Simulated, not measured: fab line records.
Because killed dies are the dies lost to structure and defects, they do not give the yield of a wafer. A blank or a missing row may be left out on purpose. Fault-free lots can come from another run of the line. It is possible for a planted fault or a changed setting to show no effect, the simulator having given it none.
fab line records	flow sky130	part 2 of 2: steps 31 to 41 of 41
[record] lots = 5	wafers = 15	lastDay = 49
route steps=708 shown NWELL@79 PWDE@84 VT_ADJUST_HVTP@85 VT_ADJUST_LVTN@97 VT_ADJUST_NCORE@119
lots untouched by any fault: they come from a run of this same line in which no faults occurred
startH: start of the lot's first displayed wafer, in hours after the record's first day	waitH: how many hours have passed since the lot's step before this one	" repeats the value in the row above	L1.1+2: a row that stands for several wafers	- no value, or no start given	* or withheld: withheld	< > ~ a bound
route shown NAME@n: a module of which the file shows steps, and the number in the route of the first	usual: mean and standard deviation over wafers with no fault	same: alike in all rows	chamber/n: place in a boat	sites: per-site readings	_std_site: standard deviation across them	_edge_site: mean of outer sites minus mean of inner sites	radiusMm: for every site, how far away it sits from the centre of the wafer	mask NAME#n: copy n	behind: the tool/chamber that last shaped the wafer	hold: cause of the lot's hold/its duration in hours/its outcome	device: the n, p or np transistor that did not switch	end of line: at the end of the route, the tests of the same wafers	a step without rows: its recipe alone	killed: dies that structure and defects cost at the first sort, which is not the same as the wafer's yield	map: a wafer's dies, marking killed ones x, the rest . and places with no die _
set.NAME: the run value of the setting; set.NAME@STEP: its run value at that earlier step	model.NAME: the simulator's own value behind a step, which no gauge read
a table for each step, a row for each wafer; lots at some steps of the route
services: from which hour (startH, from the record's first day; less than 0 if before it) a tool's chamber was out of use, for how many hours, and why
[[steps]]
[step SKY_VT_ADJUST_LVTN_COAT_13]
[recipe] resist = NOVOLAK	spinRpm = 3000	resistThkNm = 1140
lot.wafer	tool	chamber	startH	waitH
L074.3+5+6	lithoTrack-01	0	149.03	0.1
L075.1+3+6	lithoTrack-02	0	154.40	0.1
L083.2+3+4	lithoTrack-01	0	227.01	0.1
L089.1+5+6	lithoTrack-03	0	251.44	0.1
L090.2+3+6	lithoTrack-02	0	256.48	0.1
[step SKY_VT_ADJUST_LVTN_SOFTBAKE_14]
[recipe] tempC = 90	timeS = 60	resist = NOVOLAK
lot.wafer	tool	chamber	startH	waitH
L074.3+5+6	lithoTrack-01	0	149.18	0.1
L075.1+3+6	lithoTrack-02	0	154.55	0.1
L083.2+3+4	lithoTrack-01	0	227.16	0.1
L089.1+5+6	lithoTrack-03	0	251.59	0.1
L090.2+3+6	lithoTrack-02	0	256.63	0.1
[step SKY_VT_ADJUST_LVTN_EXPOSE_15]
[recipe] maskId = HVN_STD_DERIVED	na = 0.6	sourceShape = conventional	sigmaOuter = 0.6	polarization = unpolarized	targetCdNm = 600	doseMj = 163
[usual] exposureDoseMJCm2 = 162.99/0.18
lot.wafer	tool	chamber	startH	waitH	mask	exposureDoseMJCm2
L074.3	ilineStepper-01	0	-	-	HVN_STD_DERIVED#0	163.28
L074.5	"	0	"	"	HVN_STD_DERIVED#0	163.31
L074.6	"	0	"	"	HVN_STD_DERIVED#0	163.05
L075.1	ilineStepper-01	0	-	-	HVN_STD_DERIVED#0	163.08
L075.3	"	0	"	"	HVN_STD_DERIVED#0	163.07
L075.6	"	0	"	"	HVN_STD_DERIVED#0	163.02
L083.2	ilineStepper-02	0	-	-	HVN_STD_DERIVED#0	163.09
L083.3	"	0	"	"	HVN_STD_DERIVED#0	162.90
L083.4	"	0	"	"	HVN_STD_DERIVED#0	162.85
L089.1	ilineStepper-01	0	-	-	HVN_STD_DERIVED#0	162.97
L089.5	"	0	"	"	HVN_STD_DERIVED#0	163.07
L089.6	"	0	"	"	HVN_STD_DERIVED#0	162.87
L090.2	ilineStepper-01	0	-	-	HVN_STD_DERIVED#0	163.09
L090.3	"	0	"	"	HVN_STD_DERIVED#0	163.00
L090.6	"	0	"	"	HVN_STD_DERIVED#0	163.06
[step SKY_VT_ADJUST_LVTN_PEB_16]
[recipe] tempC = withheld	timeS = *	resist = NOVOLAK
lot.wafer	tool	chamber	startH	waitH
L074.3+5+6	lithoTrack-03	0	-	-
L075.1+3+6	lithoTrack-02	0	-	-
L083.2+3+4	lithoTrack-03	0	-	-
L089.1+5+6	lithoTrack-03	0	-	-
L090.2+3+6	lithoTrack-03	0	-	-
[step SKY_VT_ADJUST_LVTN_DEVELOP_17]
[recipe] resist = NOVOLAK	developer = TMAH	developTimeS = 60	devTempC = 23
[usual] developerTempC = 22.99/0.1
lot.wafer	tool	chamber	startH	waitH	developerTempC
L074.3	lithoTrack-03	0	158.94	0.1	23.16
L074.5	"	0	"	"	23.10
L074.6	"	0	"	"	23.20
L075.1	lithoTrack-02	0	164.25	0.1	23.07
L075.3	"	0	"	"	22.99
L075.6	"	0	"	"	22.99
L083.2	lithoTrack-03	0	238.06	0.1	23.09
L083.3	"	0	"	"	22.98
L083.4	"	0	"	"	22.84
L089.1	lithoTrack-03	0	263.34	0.1	22.78
L089.5	"	0	"	"	22.90
L089.6	"	0	"	"	22.69
L090.2	lithoTrack-03	0	268.61	0.1	23.02
L090.3	"	0	"	"	22.98
L090.6	"	0	"	"	22.86
[step SKY_VT_ADJUST_LVTN_OVL_MEAS_18]
[usual] VT_ADJUST_LVTN_01_OVL = -1.0/1.2
lot.wafer	tool	chamber	startH	waitH	VT_ADJUST_LVTN_01_OVL[nm]
L074.3	overlay-01	-	159.05	0.1	1.0
L074.5	"	-	"	"	-1.5
L074.6	"	-	"	"	-0.3
L075.1	overlay-02	-	164.40	0.1	-1.0
L075.3	"	-	"	"	-0.3
L075.6	"	-	"	"	-3.4
L083.2	overlay-01	-	238.19	0.1	-2.0
L083.3	"	-	"	"	-1.9
L083.4	"	-	"	"	-3.3
L089.1	overlay-01	-	263.49	0.1	-0.2
L089.5	"	-	"	"	-0.9
L089.6	"	-	"	"	-2.0
L090.2	overlay-02	-	268.74	0.1	0.6
L090.3	"	-	"	"	-0.9
L090.6	"	-	"	"	-1.0
[step SKY_VT_ADJUST_LVTN_IMPLANT_19]
[recipe] species = B	energyKev = 30	doseCm2 = 6.5e+11	tiltDeg = withheld
[same] implantIonAmu = 11
lot.wafer	tool	chamber	startH	waitH
L074.3+5+6	implanter-03	0	159.12	0.1
L075.1+3+6	implanter-04	0	164.44	0.0
L083.2+3+4	implanter-02	0	238.25	0.0
L089.1+5+6	implanter-04	0	263.52	0.0
L090.2+3+6	implanter-03	0	268.80	0.0
[step SKY_VT_ADJUST_LVTN_STRIP_20]
[recipe] chemistry = O2/N2	powerW = 1400	pressureMtorr = 1500	platenTempC = withheld	o2FlowSccm = 3000	n2FlowSccm = 300	overashFraction = 0.5
[usual] drypumpMotorCurrentA = 5.5/0.38	o2FlowSccm = 3001/8.8	oesProductAu = 0.716/0.0046	stripTimeToEndpointS = 14.17/0.036
lot.wafer	tool	chamber	startH	waitH	drypumpMotorCurrentA	o2FlowSccm	oesProductAu	rfHoursCounterH	stripTimeToEndpointS
L074.3	plasmaAsher-01	1	159.26	0.1	5.8	3001	0.713	-	14.20
L074.5	"	0	"	"	5.4	3020	0.724	-	14.16
L074.6	"	1	"	"	5.8	3009	0.722	-	14.20
L075.1	plasmaAsher-02	0	164.59	0.1	5.0	2994	0.718	48	14.14
L075.3	"	1	"	"	4.9	2993	0.718	-	14.12
L075.6	"	0	"	"	5.0	2994	0.715	-	14.09
L083.2	plasmaAsher-03	0	238.37	0.1	5.8	3009	0.714	56	14.19
L083.3	"	1	"	"	5.9	3001	0.718	-	14.21
L083.4	"	0	"	"	5.8	2990	0.718	-	14.15
L089.1	plasmaAsher-01	0	263.67	0.1	5.3	2991	0.710	14	14.22
L089.5	"	1	"	"	5.8	3004	0.718	-	14.17
L089.6	"	0	"	"	5.3	2986	0.714	-	14.12
L090.2	plasmaAsher-01	0	268.92	0.1	5.3	2995	0.713	15	14.17
L090.3	"	1	"	"	5.9	3001	0.708	-	14.21
L090.6	"	1	"	"	5.8	3000	0.716	-	14.18
[step SKY_VT_ADJUST_LVTN_TW_MEAS_21]
[usual] VT_ADJUST_LVTN_2_TW = 187.3/1.8
lot.wafer	tool	chamber	startH	waitH	VT_ADJUST_LVTN_2_TW
L074.3	filmMetro-01	-	159.34	0.1	187.7
L074.5	"	-	"	"	186.8
L074.6	"	-	"	"	187.5
L075.1	filmMetro-01	-	164.69	0.1	186.7
L075.3	"	-	"	"	187.1
L075.6	"	-	"	"	188.5
L083.2	filmMetro-01	-	238.48	0.1	187.4
L083.3	"	-	"	"	188.6
L083.4	"	-	"	"	188.5
L089.1	filmMetro-04	-	263.77	0.1	184.7
L089.5	"	-	"	"	184.1
L089.6	"	-	"	"	184.1
L090.2	filmMetro-04	-	269.03	0.1	182.9
L090.3	"	-	"	"	181.6
L090.6	"	-	"	"	182.8
[step SKY_VT_ADJUST_NCORE_DEHYDRATE_00]
[recipe] tempC = 200	timeS = 60
lot.wafer	tool	chamber	startH	waitH
L074.3+5+6	lithoTrack-04	0	168.16	8.8
L075.1+3+6	lithoTrack-04	0	173.86	9.2
L083.2+3+4	lithoTrack-03	0	248.76	10.3
L089.1+5+6	lithoTrack-04	0	275.86	12.1
L090.2+3+6	lithoTrack-01	0	280.01	11.0
[step SKY_VT_ADJUST_NCORE_HMDS_01]
[recipe] primeTimeS = 60	primeTempC = 120
[same] primeTimeS = 60
lot.wafer	tool	chamber	startH	waitH
L074.3+5+6	lithoTrack-04	0	168.31	0.1
L075.1+3+6	lithoTrack-04	0	174.01	0.1
L083.2+3+4	lithoTrack-03	0	248.91	0.1
L089.1+5+6	lithoTrack-04	0	276.01	0.1
L090.2+3+6	lithoTrack-01	0	280.16	0.1
[[services]]
tool	chamber	startH	hours	kind
ilineStepper-01	-	95.73	1.3	repair
plasmaAsher-01	-	108.75	9.0	pm
plasmaAsher-01	0	108.75	9.0	ventCycle
plasmaAsher-01	1	108.75	9.0	ventCycle
rtpAnneal-01	-	112.35	80.9	pm
plasmaAsher-01	0	117.75	-	clean
plasmaAsher-01	1	117.75	-	clean
implanter-04	-	120.50	9.0	pm
plasmaAsher-02	-	129.05	0.7	repair
implanter-02	-	129.64	4.4	pm
ilineStepper-01	-	133.33	1.7	pm
implanter-02	-	148.62	2.8	repair
wetBench-01	-	160.54	5.1	repair
implanter-03	-	162.59	3.6	pm
implanter-02	-	173.09	5.6	repair
implanter-04	-	207.75	8.5	repair
rtpAnneal-01	-	217.42	3.9	pm
plasmaAsher-03	-	261.69	14.6	pm
ilineStepper-02	-	269.33	1.7	pm
